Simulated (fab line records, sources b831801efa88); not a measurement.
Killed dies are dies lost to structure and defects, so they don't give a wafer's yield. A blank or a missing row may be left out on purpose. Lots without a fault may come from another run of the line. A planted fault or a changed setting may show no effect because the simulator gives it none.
Which tool did it? | flow sky130 | 13 lots, 39 wafers sampled, at 4 steps of a route of 708

WHAT THE GAUGES READ, wafer by wafer
SKY_PAD_OPEN_BOW_MEAS_13.
lot  | measured     | on            | PAD_OPEN_BOW (um)
L152 | day 45 18:40 | film_metro-04 | 62 42 53
L153 | day 46 02:50 | film_metro-01 | 47 41 52
L154 | day 46 10:40 | film_metro-04 | 55 46 63
L159 | day 47 09:50 | film_metro-02 | 47 41 32
L158 | day 47 11:47 | film_metro-02 | 56 54 50
L160 | day 47 19:20 | film_metro-02 | 56 49 52
L161 | day 47 22:50 | film_metro-02 | 45 40 47
L162 | day 48 07:14 | film_metro-01 | 54 46 48
L163 | day 48 11:27 | film_metro-01 | 57 48 55
L165 | day 48 21:57 | film_metro-01 | 54 50 53
L168 | day 49 09:55 | film_metro-04 | 46 45 50
L169 | day 49 20:15 | film_metro-01 | 45 57 42
L173 | day 50 14:34 | film_metro-04 | 34 45 46

WHICH TOOL RAN EACH LOT (tool, then ch and the chambers of the sampled wafers, then the start)
lot  | SKY_METAL4_SPUTTER_04        | SKY_PASSIVATION_CVD_00          | SKY_PASSIVATION_CVD_02
L152 | pvd_sputter-02, day 39 17:22 | pecvd-03 ch 0,1, day 43 21:08   | pecvd-04 ch 0,1, day 43 21:13
L153 | pvd_sputter-04, day 40 01:25 | pecvd-03 ch 1,2, day 44 05:40   | pecvd-02 ch 0,1,2, day 44 05:44
L154 | pvd_sputter-02, day 40 10:34 | pecvd-04 ch 0,1,2, day 44 13:16 | pecvd-03 ch 0,1,2, day 44 13:21
L159 | pvd_sputter-01, day 41 14:16 | pecvd-03 ch 0,1,2, day 45 14:00 | pecvd-04 ch 0,1, day 45 14:05
L158 | pvd_sputter-01, day 41 18:05 | pecvd-03 ch 0,1,2, day 45 17:07 | pecvd-04 ch 0,2, day 45 17:12
L160 | pvd_sputter-01, day 42 02:53 | pecvd-03 ch 0,1,2, day 46 01:01 | pecvd-02 ch 0,2, day 46 01:05
L161 | pvd_sputter-04, day 42 06:52 | pecvd-03 ch 0,1, day 46 04:43   | pecvd-02 ch 0,1, day 46 04:47
L162 | pvd_sputter-04, day 42 17:22 | pecvd-02 ch 0,1, day 46 12:40   | pecvd-04 ch 0,2, day 46 12:44
L163 | pvd_sputter-04, day 43 00:30 | pecvd-04 ch 1,2, day 46 18:46   | pecvd-03 ch 0,2, day 46 18:50
L165 | pvd_sputter-02, day 43 11:55 | pecvd-03 ch 0,1,2, day 47 05:11 | pecvd-02 ch 1,2, day 47 05:16
L168 | pvd_sputter-04, day 44 03:03 | pecvd-02 ch 0,1, day 47 19:56   | pecvd-03 ch 1,2, day 47 20:01
L169 | pvd_sputter-04, day 44 16:11 | pecvd-02 ch 0,2, day 48 06:51   | pecvd-04 ch 1,2, day 48 06:56
L173 | pvd_sputter-01, day 45 17:22 | pecvd-02 ch 0,1,2, day 49 02:53 | pecvd-04 ch 0,1,2, day 49 02:58
- SKY_METAL4_SPUTTER_04: material TiN, target thk 70 nm, time 58.3 s.
- SKY_PASSIVATION_CVD_00: deposits SiO2, target thk 90 nm.
- SKY_PASSIVATION_CVD_02: deposits Si3N4, target thk 540 nm.

WHAT THE TOOLS THEMSELVES READ (means of the sampled wafers that have a number; where no wafer has one, the mark that the record gives instead)
SKY_METAL4_SPUTTER_04.
lot  | tool           | throttle_valve_pct (%)
L152 | pvd_sputter-02 | 28.7
L153 | pvd_sputter-04 | 30.3
L154 | pvd_sputter-02 | 29.1
L159 | pvd_sputter-01 | 30.0
L158 | pvd_sputter-01 | 29.5
L160 | pvd_sputter-01 | 29.4
L161 | pvd_sputter-04 | 30.9
L162 | pvd_sputter-04 | 31.5
L163 | pvd_sputter-04 | 30.8
L165 | pvd_sputter-02 | 28.8
L168 | pvd_sputter-04 | 31.7
L169 | pvd_sputter-04 | 31.1
L173 | pvd_sputter-01 | 30.2

SKY_PASSIVATION_CVD_00.
lot  | tool     | heater_power_w (W)
L152 | pecvd-03 | 777
L153 | pecvd-03 | 642
L154 | pecvd-04 | 798
L159 | pecvd-03 | 711
L158 | pecvd-03 | 702
L160 | pecvd-03 | 709
L161 | pecvd-03 | 745
L162 | pecvd-02 | 649
L163 | pecvd-04 | 787
L165 | pecvd-03 | 703
L168 | pecvd-02 | 660
L169 | pecvd-02 | 622
L173 | pecvd-02 | 688

SKY_PASSIVATION_CVD_02.
lot  | tool     | heater_power_w (W)
L152 | pecvd-04 | 865
L153 | pecvd-02 | 734
L154 | pecvd-03 | 767
L159 | pecvd-04 | 873
L158 | pecvd-04 | 832
L160 | pecvd-02 | 799
L161 | pecvd-02 | 751
L162 | pecvd-04 | 782
L163 | pecvd-03 | 706
L165 | pecvd-02 | 866
L168 | pecvd-03 | 734
L169 | pecvd-04 | 870
L173 | pecvd-04 | 808

THE ANSWER, worked out from the rows above alone
Rule: what is usual is taken from the lots themselves. Put in order of their means at a reading, lots are off if they are a third of the lots or fewer, leave a main group of 4 or more, and stand apart from it by a gap of 3 or more times the standard deviation of the main group's means; of several such gaps the widest counts. A main group whose means are all the same, to the digits that the tables above print for the reading, isn't used. A lot without any number at a reading at which 4 lots or more have one is off too. The other lots that the step has rows for count as sound. The gauges are gone through in route order, then the tools' own readings, and for those a lot's mean is taken as printed above. The first step at which some lot is off is used, and at that step the reading that is off furthest; a lot without a number counts as furthest.
No lot is off at any reading shown: from this, nothing can be told.

WHAT THE SIMULATOR HAD PUT IN
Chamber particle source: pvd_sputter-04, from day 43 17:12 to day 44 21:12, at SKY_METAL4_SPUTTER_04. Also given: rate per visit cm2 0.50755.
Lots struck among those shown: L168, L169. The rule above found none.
